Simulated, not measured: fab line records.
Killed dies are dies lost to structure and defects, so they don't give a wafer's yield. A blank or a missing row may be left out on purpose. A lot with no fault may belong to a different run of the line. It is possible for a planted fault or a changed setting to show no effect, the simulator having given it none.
A single fault, viewed from 2 desks | flow gf180mcu | what lay behind the numbers comes last; until then each desk has only its own

== METROLOGY DESK ==
What the gauges read, lot by lot, whatever tool the lot ran on: means of the sampled wafers that have a number. If a lot's mean is further than 4 standard deviations from the usual mean, the lot is out of limits and carries the mark OUT (the distance appears in the brackets).
Columns: A = cd-nm at GF_V1_CD_MEAS_14, usual 259.8 nm; B = V1_OVL at GF_V1_OVL_MEAS_15, usual -3 nm; C = V2_BOW at GF_V2_BOW_MEAS_05, usual 98 um
lot  | first seen here | A     | B   | C
L580 | day 18 10:32    | 260.6 | 0   | 112
L584 | day 19 21:07    | 259.8 | -10 | 94
L585 | day 20 04:24    | 259.9 | -9  | 91
L586 | day 20 16:31    | 259.9 | 4   | 88
L590 | day 22 04:52    | 259.4 | 3   | 99
L596 | day 24 16:20    | 262.0 | -3  | 73
L597 | day 24 23:07    | 259.3 | 2   | 77
L598 | day 25 08:51    | 259.5 | -11 | 105
L600 | day 25 11:47    | 259.2 | -2  | 98
L599 | day 25 11:50    | 259.2 | -1  | 83
L601 | day 25 21:28    | 257.6 | -1  | 105
L602 | day 26 06:30    | 258.7 | -2  | 108
Finding of this desk: none of the 12 lots has anything out of limits.

== DESK OF THE TOOL OWNER: hdpcvd-02 ==
The tool's own readings at GF_V2_CVD_00 (deposits SiO2, target thk 600 nm, time 100 s): means of the sampled wafers that have a number, for each lot that ran on this tool. If a lot's mean is further than 4 standard deviations from the usual mean, the lot is out of limits and carries the mark OUT (the distance appears in the brackets).
Columns: A = pressure-mtorr at GF_V2_CVD_00, usual 5.999 mTorr; B = run-length-s at GF_V2_CVD_00, usual 127.8 s
lot  | first seen here | A     | B
L585 | day 21 06:07    | 6.008 | 127.9
L586 | day 21 18:25    | 6.002 | 127.5
L598 | day 26 08:28    | 6.001 | 128.0
L600 | day 26 11:06    | 5.990 | 127.7
L601 | day 26 21:24    | 5.998 | 128.5
L602 | day 27 06:08    | 6.010 | 128.1
Finding of this desk: none of the 6 lots has anything out of limits.

== BROUGHT TOGETHER ==
The metrology desk saw nothing out of limits.
Nothing out of limits was seen by the tool owner's desk.

== WHAT HAD BEEN PUT IN BY THE SIMULATOR ==
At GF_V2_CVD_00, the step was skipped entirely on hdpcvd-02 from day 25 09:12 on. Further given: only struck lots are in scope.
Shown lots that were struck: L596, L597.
